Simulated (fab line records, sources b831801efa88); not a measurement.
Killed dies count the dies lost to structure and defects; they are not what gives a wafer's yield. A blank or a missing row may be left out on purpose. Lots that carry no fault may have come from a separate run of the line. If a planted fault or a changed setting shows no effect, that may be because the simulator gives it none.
The tool behind it: which one? + flow sky130 + 12 lots with 36 wafers sampled at 4 steps, on a route of 708 steps

WHAT THE GAUGES READ, wafer by wafer
SKY_VIA4_THK_MEAS_01. Usual: VIA4_HDPCVD_THK typically reads 1756 nm, with standard deviation 16.
| lot  | measured     | on            | VIA4_HDPCVD_THK (nm) | flag |
|------|--------------|---------------|----------------------|------|
| L439 | day 42 14:16 | film metro-04 | 1769 1750 1766       |      |
| L441 | day 42 18:12 | film metro-03 | 1746 1766 1747       |      |
| L440 | day 42 20:08 | film metro-02 | 1754 1752 1782       |      |
| L444 | day 43 13:29 | film metro-02 | 1753 1739 1767       |      |
| L445 | day 43 19:28 | film metro-04 | 2462 2450 2483       | OFF  |
| L446 | day 44 02:23 | film metro-02 | 1744 1725 1738       |      |
| L447 | day 44 13:25 | film metro-02 | 1750 2459 1743       | OFF  |
| L454 | day 46 05:07 | film metro-04 | 1761 1751 1781       |      |
| L456 | day 46 13:04 | film metro-04 | 1743 1744 1761       |      |
| L459 | day 47 06:01 | film metro-04 | 1789 1765 1771       |      |
| L460 | day 47 14:07 | film metro-02 | 1749 1765 1747       |      |
| L462 | day 48 02:13 | film metro-04 | 1734 1748 1755       |      |

TOOL THAT RAN EACH LOT (tool first, then ch and the chambers of the sampled wafers, then the start)
| lot  | SKY_VIA2_ETCH_15                   | SKY_VIA2_CVD_21               | SKY_VIA4_HDPCVD_00               |
|------|------------------------------------|-------------------------------|----------------------------------|
| L439 | rie diel-03 ch 0,1,2, day 37 03:00 | cvd w-02 ch 0,1, day 37 03:45 | hdpcvd-02 ch 0,2, day 42 14:05   |
| L441 | rie diel-03 ch 0,1, day 37 10:42   | cvd w-02 ch 0,1, day 37 11:27 | hdpcvd-02 ch 0,1, day 42 18:01   |
| L440 | rie diel-02 ch 0,2,3, day 37 11:38 | cvd w-01 ch 0,1, day 37 12:25 | hdpcvd-02 ch 0,2, day 42 19:56   |
| L444 | rie diel-04 ch 2,3, day 38 08:15   | cvd w-02 ch 0,1, day 38 09:02 | hdpcvd-01 ch 0,1,2, day 43 13:17 |
| L445 | rie diel-03 ch 0,2, day 38 13:02   | cvd w-02 ch 1, day 38 13:47   | hdpcvd-01 ch 1,2, day 43 19:17   |
| L446 | rie diel-02 ch 0,1,3, day 38 20:41 | cvd w-02 ch 0,1, day 38 21:26 | hdpcvd-02 ch 0,1,2, day 44 02:13 |
| L447 | rie diel-04 ch 0,2,3, day 39 07:32 | cvd w-02 ch 0,1, day 39 08:14 | hdpcvd-01 ch 1,2, day 44 13:13   |
| L454 | rie diel-04 ch 1,2,3, day 41 02:57 | cvd w-02 ch 0, day 41 03:41   | hdpcvd-02 ch 0,1, day 46 04:50   |
| L456 | rie diel-04 ch 0,1,3, day 41 09:23 | cvd w-02 ch 0,1, day 41 10:10 | hdpcvd-02 ch 1,2, day 46 12:53   |
| L459 | rie diel-02 ch 0,1,2, day 42 06:56 | cvd w-02 ch 0,1, day 42 07:43 | hdpcvd-01 ch 0,1,2, day 47 05:50 |
| L460 | rie diel-04 ch 0,1,2, day 42 14:53 | cvd w-02 ch 0, day 42 15:37   | hdpcvd-02 ch 0,2, day 47 13:56   |
| L462 | rie diel-03 ch 0,1,3, day 43 05:50 | cvd w-02 ch 0,1, day 43 06:36 | hdpcvd-01 ch 1,2, day 48 02:02   |
- SKY_VIA2_ETCH_15: etches SiO2 in C4F8/O2/Ar, stops on TiN, target depth 546 nm, time 84 s.
- SKY_VIA2_CVD_21: deposits W, target thk 420 nm, time 126.4 s.
- SKY_VIA4_HDPCVD_00: deposits SiO2, target thk 1750 nm, time 291.7 s.

AS READ BY THE TOOLS THEMSELVES (means over the sampled wafers that have a number; for cases with no such wafer, the mark the record gives instead)
SKY_VIA2_ETCH_15. Usual: oes product au 0.940 a.u., standard deviation 0.0048; rf fwd power W 1489 W, standard deviation 6.1.
| lot  | tool        | oes product au (a.u.) | rf fwd power W (W) | flag |
|------|-------------|-----------------------|--------------------|------|
| L439 | rie diel-03 | 0.932                 | 1486               |      |
| L441 | rie diel-03 | 0.946                 | 1489               |      |
| L440 | rie diel-02 | 0.940                 | 1485               |      |
| L444 | rie diel-04 | 0.944                 | 1490               |      |
| L445 | rie diel-03 | 0.940                 | 1478               |      |
| L446 | rie diel-02 | 0.944                 | 1495               |      |
| L447 | rie diel-04 | 0.940                 | 1486               |      |
| L454 | rie diel-04 | 0.940                 | 1489               |      |
| L456 | rie diel-04 | 0.942                 | 1496               |      |
| L459 | rie diel-02 | 0.942                 | 1493               |      |
| L460 | rie diel-04 | 0.937                 | 1487               |      |
| L462 | rie diel-03 | 0.939                 | 1493               |      |

SKY_VIA2_CVD_21. Usual: 831 W for heater power w, sd 52.
| lot  | tool     | heater power w (W) | flag |
|------|----------|--------------------|------|
| L439 | cvd w-02 | 809                |      |
| L441 | cvd w-02 | 820                |      |
| L440 | cvd w-01 | 842                |      |
| L444 | cvd w-02 | 809                |      |
| L445 | cvd w-02 | 913                |      |
| L446 | cvd w-02 | 848                |      |
| L447 | cvd w-02 | 804                |      |
| L454 | cvd w-02 | 768                |      |
| L456 | cvd w-02 | 813                |      |
| L459 | cvd w-02 | 805                |      |
| L460 | cvd w-02 | 772                |      |
| L462 | cvd w-02 | 808                |      |

THE ANSWER, worked out from the rows above alone
Rule: lot off if the mean of its wafers having a number is beyond 3 standard deviations from the usual mean. A lot without any number at a reading at which 4 lots or more have one is off too. Any other lot the step has rows for is counted as sound. Order of review: gauges by route order, followed by the tools' own readings, for which a lot's mean as printed above is used. The first step at which some lot is off is used, and at that step the reading that is off furthest; a lot without a number counts as furthest.
Off: L445, L447, at SKY_VIA4_THK_MEAS_01 (VIA4_HDPCVD_THK).
If a tool, at a process step before that reading, ran all the lots that are off and no sound lot after the first of them, it fits. The gauges at SKY_VIA4_THK_MEAS_01 are tried like those tools. Not one of the candidates tried fits.

WHAT THE SIMULATOR HAD INSERTED
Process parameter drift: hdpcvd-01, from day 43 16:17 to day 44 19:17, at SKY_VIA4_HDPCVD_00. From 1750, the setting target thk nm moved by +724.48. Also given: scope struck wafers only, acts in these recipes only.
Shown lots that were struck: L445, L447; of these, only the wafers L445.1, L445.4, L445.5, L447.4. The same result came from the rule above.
